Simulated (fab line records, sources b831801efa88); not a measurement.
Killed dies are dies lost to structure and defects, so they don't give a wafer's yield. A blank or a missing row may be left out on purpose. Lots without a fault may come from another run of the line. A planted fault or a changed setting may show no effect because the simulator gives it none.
One fault seen from 2 desks | flow sky130 | each desk has only its own numbers; what lay behind them comes last

THE TOOL OWNER'S DESK: pvd_sputter-03
The tool's own readings at SKY_METAL5_SPUTTER_02 (material AlCu, target thk 1150 nm, time 61.2 s): means of the sampled wafers that have a number, for each lot that ran on this tool. A lot is out of limits, marked OUT, if its mean lies more than 4 standard deviations from the usual mean; the brackets give that distance.
Columns: A = throttle_valve_pct at SKY_METAL5_SPUTTER_02, usual 30.1 %
lot  | first seen here | A
L314 | day 46 22:11    | 31.5
L317 | day 46 23:08    | 30.9
L322 | day 47 04:04    | 31.0
This desk's finding: nothing out of limits on any of the 3 lots.

THE METROLOGY DESK
What the gauges read, lot by lot, whatever tool the lot ran on: means of the sampled wafers that have a number. A lot is out of limits, marked OUT, if its mean lies more than 4 standard deviations from the usual mean; the brackets give that distance.
Columns: A = CAP2M_TIN_THK at SKY_CAP2M_THK_MEAS_04, usual 202 nm; B = METAL5_ALCU_RS at SKY_METAL5_RS_MEAS_05, usual 0.0271 ohm/sq; C = PASSIVATION_CVD_02_THK at SKY_PASSIVATION_THK_MEAS_03, usual 542 nm
lot  | first seen here | A   | B      | C
L309 | day 39 10:21    | 200 | 0.0268 | 545
L308 | day 39 12:17    | 198 | 0.0269 | 547
L310 | day 41 01:32    | 202 | 0.0273 | 543
L314 | day 44 04:14    | 201 | 0.0274 | 535
L317 | day 44 05:08    | 200 | 0.0274 | 545
L316 | day 44 06:56    | 203 | 0.0270 | 538
L322 | day 44 09:42    | 202 | 0.0275 | 540
L324 | day 44 12:35    | 199 | 0.0272 | 544
L326 | day 44 14:46    | 200 | 0.0272 | 541
L329 | day 45 00:28    | 203 | 0.0269 | 547
L331 | day 45 22:22    | 200 | 0.0268 | 548
This desk's finding: nothing out of limits on any of the 11 lots.

PUT TOGETHER
The tool owner's desk saw nothing out of limits.
The metrology desk saw nothing out of limits.

WHAT THE SIMULATOR HAD PUT IN
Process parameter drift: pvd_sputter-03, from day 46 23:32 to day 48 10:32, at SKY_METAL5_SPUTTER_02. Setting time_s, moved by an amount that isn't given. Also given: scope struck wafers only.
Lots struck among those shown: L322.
